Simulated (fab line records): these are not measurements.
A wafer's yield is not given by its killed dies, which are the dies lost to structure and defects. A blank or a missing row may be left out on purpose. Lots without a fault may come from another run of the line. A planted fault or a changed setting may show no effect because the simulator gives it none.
Code-filled problem report in 8D (eight disciplines) form | flow sky130 | the parts of the form that need people (team, actions taken, sign-off) are left out

## 1. THE ISSUE
Mean of cathode_dc_power_W at SKY_METAL3_SPUTTER_04: 5558.4 W across 9 wafers in 3 lots; on wafers with no fault it is 6500.1 W (standard deviation 1.2). That is -99 or more standard deviations from the usual mean.
The step: material TiN, target thk 70 nm, time 58.3 s.
The first sign was on wafer L137.1 at day 38 01:09, on pvd_sputter-04. At this step, 33 wafers from 11 lots have a number in the record. The rule behind "out" and "out of limits": a value lying over 4 standard deviations away from the usual mean. The other wafers with a number count as sound.

## 2. WHAT IT IS, AND WHAT IT ISN'T
question                    | is                     | is not
which readings at this step | cathode_dc_power_W     | -
which lots                  | L137, L138, L139       | L134, L135, L148, L149, L150, L153, L154, L156
which wafers of those lots  | all that have a number | -
read on which tools         | pvd_sputter-04         | pvd_sputter-03
when                        | from day 38 01:09      | up to then (6 sound wafers); but 18 sound wafers of L148, L149, L150, L153, L154, L156 came after

## 3. THE SUSPECTS, EACH WITH WHAT RULES IT OUT
Counting: a tool at a process step up to the reading stays a suspect if it ran every lot that is out and no sound lot after the first of them.
- pvd_sputter-04 at SKY_METAL3_SPUTTER_04 (material TiN, target thk 70 nm, time 58.3 s): ruled out as a lasting fault. The sound lots L148, L149, L150, L156 went through it after L137, its earliest lot that is out (day 38 01:09).
Left after counting: nothing in the record.

## 4. THE CAUSE (what the simulator had put in)
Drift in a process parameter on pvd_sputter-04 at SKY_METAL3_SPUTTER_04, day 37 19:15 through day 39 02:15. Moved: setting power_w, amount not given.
Counting ruled it out, wrongly.

## 5. THE EFFECT CHAIN, in route order
Each row: a reading whose mean over the struck wafers that have a number lies more than 3 standard deviations from the usual. Scope: only readings with a usual standard deviation given in the record; hours: median across lots of the time from each lot's start at the first step in this table that gives one to its start at this step; sigmas: change in usual standard deviations.
hours | step                  | reading            | usual    | on struck wafers | change | sigmas
0     | SKY_METAL3_SPUTTER_04 | cathode_dc_power_W | 6500.1 W | 5558.4           | -941.7 | -99 or more
Here are the process steps it includes:
- SKY_METAL3_SPUTTER_04: material TiN, target thk 70 nm, time 58.3 s.

## 6. HOW IT WOULD HAVE BEEN CAUGHT EARLIER
6 hours passed between the start of the fault at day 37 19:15 and the first reading out of limits in this record, taken at day 38 01:09.
